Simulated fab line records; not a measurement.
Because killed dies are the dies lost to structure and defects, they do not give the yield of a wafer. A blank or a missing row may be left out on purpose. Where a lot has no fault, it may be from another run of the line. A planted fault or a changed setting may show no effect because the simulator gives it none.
Problem report, 8D (eight disciplines) form, completed by code | flow gf180mcu | the parts of the form that need people (team, actions taken, sign-off) are left out

== 1. PROBLEM STATEMENT ==
Wafers with no fault read 81 s with a standard deviation of 7.8, whereas time_to_endpoint_s at GF_V1_CMP_04 reads a mean of 29 s on 1 wafer of 1 lot. Measured from the usual mean, that is -6.7 standard deviations.
The step: polishes SiO2.
Seen first at day 20 11:44 on cmp-02, wafer L431.4. Wafers with a number at this step in the record: 36, from 12 lots. Rule for "out" (also "out of limits"): further than 4 standard deviations from the usual mean. The rest of the wafers with a number are treated as sound.

== 2. WHAT IT IS AND WHAT IT IS NOT ==
question                    | is                 | is not
which readings at this step | time_to_endpoint_s | motor_current_A, platen_rpm, slurry_filter_dp_kPa
which lots                  | L431               | L422, L423, L424, L426, L427, L439, L440, L441, L442, L443, L444
which wafers of those lots  | L431.4             | L431.1, L431.2
read on which tools         | cmp-02             | cmp-01
when                        | from day 20 11:44  | up to then (17 sound wafers); but 18 sound wafers of L439, L440, L441, L442, L443, L444 came after

== 3. WHAT RULES OUT EACH SUSPECT ==
Counting: any tool at a process step up to the reading remains a suspect provided it ran every lot that is out. Sound lots after the first of them don't rule it out here, since some wafers of a struck lot are sound.
- cmp-02 at GF_V1_CMP_04 (polishes SiO2): kept. L431, the lot that is out, went through it at day 20 11:44; up to then, the latest sound lot through it was L424 at day 17 21:05. Its own readings are out on those wafers: time_to_endpoint_s.
- Within cmp-02 at GF_V1_CMP_04: the wafers that are out ran in chamber 0; their sound lot-mates ran in chambers 1, 2.
After counting, what remains is cmp-02 at GF_V1_CMP_04.

== 4. THE CAUSE (what the simulator had put in) ==
cmp-02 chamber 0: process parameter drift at GF_V1_CMP_04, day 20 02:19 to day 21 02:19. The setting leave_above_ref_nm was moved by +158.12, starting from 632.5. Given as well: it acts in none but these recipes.
This tool alone remained once counting was done.

== 5. SEQUENCE OF EFFECTS, ordered by route ==
Each row: a reading where the mean over the struck wafers with a number is more than 3 standard deviations away from the usual. Only readings for which the record gives a usual standard deviation are gone through. hours: the time from each lot's start at the first step in this table that gives one to its start at this step, as a median over the lots. sigmas: the change in usual standard deviations.
hours | step                    | reading              | usual      | on struck wafers | change | sigmas
0     | GF_V1_CMP_04            | time_to_endpoint_s   | 81 s       | 29               | -52    | -6.7
-     | GF_V1_ETCH_17           | oes_product_au       | 0.856 a.u. | 0.973            | +0.117 | +25
269   | GF_PASSIVATION_PROBE_99 | defect_limited_yield | 90.3 %     | 83.1             | -7.2   | -5.1
269   | GF_PASSIVATION_PROBE_99 | killed_at_M0_to_M3   | 21         | 59               | +38    | +7.8
269   | GF_PASSIVATION_PROBE_99 | killed_dies          | 48         | 83               | +35    | +5.0
269   | GF_PASSIVATION_PROBE_99 | sort_bin_5_function  | 5.7 %      | 13.4             | +7.7   | +7.7
269   | GF_PASSIVATION_PROBE_99 | sort_n_pass          | 444        | 409              | -35    | -5.0
269   | GF_PASSIVATION_PROBE_99 | sort_yield_pct       | 90.3 %     | 83.1             | -7.2   | -5.1
Here are the process steps it includes:
- GF_V1_CMP_04: polishes SiO2.
- GF_V1_ETCH_17: etches SiO2 in C4F8/O2/Ar, stops on TiN, target depth 630 nm.
- GF_PASSIVATION_PROBE_99
Later measuring or inspecting steps at which every struck wafer that the step has a row for has a number for every such reading, and none has moved that far: GF_V3_THK_MEAS_25, GF_TOP_METAL_OVL_MEAS_15.

== 6. HOW IT WOULD HAVE BEEN CAUGHT EARLIER ==
First out-of-limits reading in this record: day 20 11:44, which is 9 hours after fault onset at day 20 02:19.
